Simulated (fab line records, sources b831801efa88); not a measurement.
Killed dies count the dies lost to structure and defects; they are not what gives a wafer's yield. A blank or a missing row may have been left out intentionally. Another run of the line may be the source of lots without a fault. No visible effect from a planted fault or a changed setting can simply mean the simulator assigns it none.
Matching of chambers || flow gf180mcu || 4 sister chambers for GF_V3_ETCH_16 on rie-diel-03
The step etches BARC in N2/H2. 7 wafers are shown with their chamber, then 9 later ones without.

WAFERS PAIRED WITH THEIR CHAMBERS
{"wafer": "L078.4", "chamber": 1, "drypump-motor-current-A (A)": 6.3, "rf-fwd-power-W (W)": 493.2}
{"wafer": "L086.1", "chamber": 3, "drypump-motor-current-A (A)": 6.0, "rf-fwd-power-W (W)": 497.9}
{"wafer": "L086.2", "chamber": 0, "drypump-motor-current-A (A)": 6.3, "rf-fwd-power-W (W)": 496.8}
{"wafer": "L086.6", "chamber": 2, "drypump-motor-current-A (A)": 4.7, "rf-fwd-power-W (W)": 498.7}
{"wafer": "L088.1", "chamber": 3, "drypump-motor-current-A (A)": 6.0, "rf-fwd-power-W (W)": 495.9}
{"wafer": "L088.3", "chamber": 2, "drypump-motor-current-A (A)": 4.7, "rf-fwd-power-W (W)": 496.6}
{"wafer": "L088.5", "chamber": 0, "drypump-motor-current-A (A)": 6.4, "rf-fwd-power-W (W)": 498.6}

WAFERS WITHOUT THEIR CHAMBER
{"wafer": "L093.2", "drypump-motor-current-A (A)": 4.7, "rf-fwd-power-W (W)": 497.2}
{"wafer": "L093.3", "drypump-motor-current-A (A)": 6.4, "rf-fwd-power-W (W)": 497.5}
{"wafer": "L093.4", "drypump-motor-current-A (A)": 6.0, "rf-fwd-power-W (W)": 495.7}
{"wafer": "L094.1", "drypump-motor-current-A (A)": 6.3, "rf-fwd-power-W (W)": 491.2}
{"wafer": "L094.5", "drypump-motor-current-A (A)": 4.7, "rf-fwd-power-W (W)": 499.1}
{"wafer": "L094.6", "drypump-motor-current-A (A)": 6.3, "rf-fwd-power-W (W)": 489.7}
{"wafer": "L096.2", "drypump-motor-current-A (A)": 6.3, "rf-fwd-power-W (W)": 492.1}
{"wafer": "L096.4", "drypump-motor-current-A (A)": 6.4, "rf-fwd-power-W (W)": 494.8}
{"wafer": "L096.5", "drypump-motor-current-A (A)": 6.0, "rf-fwd-power-W (W)": 497.8}

WHICH CHAMBER EACH ONE RAN IN
{"wafer": "L093.2", "from the rows above": 2, "in truth": 2}
{"wafer": "L093.3", "from the rows above": 0, "in truth": 0}
{"wafer": "L093.4", "from the rows above": 3, "in truth": 3}
{"wafer": "L094.1", "from the rows above": 1, "in truth": 1}
{"wafer": "L094.5", "from the rows above": 2, "in truth": 2}
{"wafer": "L094.6", "from the rows above": 1, "in truth": 1}
{"wafer": "L096.2", "from the rows above": 1, "in truth": 1}
{"wafer": "L096.4", "from the rows above": "can't be placed: 0 or 1", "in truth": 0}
{"wafer": "L096.5", "from the rows above": 3, "in truth": 3}
Correctly placed: 8 of 9. Cannot be placed on the basis of these rows: 1; the candidates contain the true chamber in 1. Placed wrongly: 0.
How it was worked out, from the rows above alone: a wafer's distance from a chamber is the root of the sum, over the readings, of the square of ((its reading less the chamber's mean) divided by the reading's scatter). If the next closest chamber is less than 2 further off than the closest, the wafer can't be placed; otherwise it belongs to the closest. Each chamber's mean is taken over the wafers shown for it. The scatter: the root of (the sum of the squares of (reading less its chamber's mean) over the shown wafers, divided by (wafers less chambers)).
